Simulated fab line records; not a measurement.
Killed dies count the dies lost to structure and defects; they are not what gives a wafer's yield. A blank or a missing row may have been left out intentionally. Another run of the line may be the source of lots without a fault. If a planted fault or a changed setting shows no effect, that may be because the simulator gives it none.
Lot-split experiment | flow sfq line | route with 325 steps; 5 lots, 23 wafers read

## THE SPLIT ITSELF
At SFQ_TRILAYER_C5_LITHO_PEB_154 (peb time 60 s), the setting peb temp c was moved away from the recipe's 115 C on 11 of the 23 wafers read, by -1.7% to +3.0%. The other wafers ran this setting at the recipe's value.

## FROM THE SPLIT ON TO THE READING: in between, the file shows 1 step
- SFQ_TRILAYER_C5_LITHO_DEVELOP_153: time 60 s

## THE READING
C5.cd nm (the simulator's own value, which no gauge read), in nm, at SFQ_TRILAYER_C5_BARC_OPEN_VIA_ETCH_210 (etches BARC in O2, target depth 125 nm, time 41.7 s). There is no usual value for it anywhere in the file. Average 495.9 nm, standard deviation 1.6 nm, over the 12 wafers here run with the recipe.

wafer  | tool, chamber at the split | peb temp c as run, C | against the recipe | C5.cd nm, nm | against lot-mates on the recipe
L074.1 | litho track-01, 0          | 115                  | recipe             | 494.4        | -
L074.2 | litho track-01, 0          | 117.8                | +2.4%              | 541.2        | +46.3
L074.3 | litho track-01, 0          | 115                  | recipe             | 495          | -
L074.4 | litho track-01, 0          | 115                  | recipe             | 495.4        | -
L074.5 | litho track-01, 0          | 117.8                | +2.4%              | 540.4        | +45.5
L077.1 | litho track-03, 0          | 117.3                | +2.0%              | 534.6        | +40.8
L077.2 | litho track-03, 0          | 117.3                | +2.0%              | 535          | +41.2
L077.3 | litho track-03, 0          | 115                  | recipe             | 493.6        | -
L077.4 | litho track-03, 0          | 115                  | recipe             | 494          | -
L077.5 | litho track-03, 0          | 117.3                | +2.0%              | 532.8        | +39.0
L078.2 | litho track-03, 0          | 113                  | -1.7%              | 457.6        | -37.8
L078.3 | litho track-03, 0          | 115                  | recipe             | 496          | -
L078.4 | litho track-03, 0          | 113                  | -1.7%              | 457          | -38.4
L078.5 | litho track-03, 0          | 115                  | recipe             | 494.7        | -
L078.6 | litho track-03, 0          | 113                  | -1.7%              | 456.9        | -38.5
L079.1 | litho track-04, 0          | 115                  | recipe             | 498          | -
L079.2 | litho track-04, 0          | 118.5                | +3.0%              | 554.2        | +56.0
L079.3 | litho track-04, 0          | 115                  | recipe             | 498.5        | -
L079.5 | litho track-04, 0          | 118.5                | +3.0%              | 554.9        | +56.6
L079.6 | litho track-04, 0          | 118.5                | +3.0%              | 553.3        | +55.0
L081.1 | litho track-04, 0          | 115                  | recipe             | 498.5        | -
L081.4 | litho track-04, 0          | 115                  | recipe             | 496.7        | -
L081.6 | litho track-04, 0          | 115                  | recipe             | 496.4        | -

THE FIT
A straight line over all 23 wafers: C5.cd nm changes by +19.8 nm for each +1% of peb temp c; r = +1.00; the points scatter about the line by 2.1 nm.
The same after taking each lot's own level away (the mean of its wafers on the recipe; 23 wafers): +19.6 nm for each +1%; r = +1.00; scatter 2 nm.
The reading moves by 60 nm for the largest change in peb temp c, on that fit.
Across the lots, their own levels run from 493.80 to 498.25 nm, a range of 2.7 times the standard deviation given above.
Consequently the slope shifts little with the lot-to-lot level, the two slopes agreeing.
Check: with one of the wafers moved furthest among these (+3.0%) left out of the fit, the line predicts +59.1 nm for it against its lot-mates. Against them it came out at +56 nm.

## OTHER SPLITS ON THESE WAFERS
Before the reading, these wafers also passed through other splits. Each is held against what the fit with the lots' levels taken away leaves over:
other split on the same wafers                  | wafers away from the commonest value | r with C5.cd nm (lot level and that fit taken away)
SFQ_TRILAYER_R5_BARC_OPEN_METAL_ETCH_177 time s | 11                                   | +0.31
SFQ_TRILAYER_I5_LITHO_COAT_144 resist thk nm    | 10                                   | -0.39

## FILE'S OWN FIT
C5.cd nm changes by +19.3 nm for each +1% of peb temp c, r = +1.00.
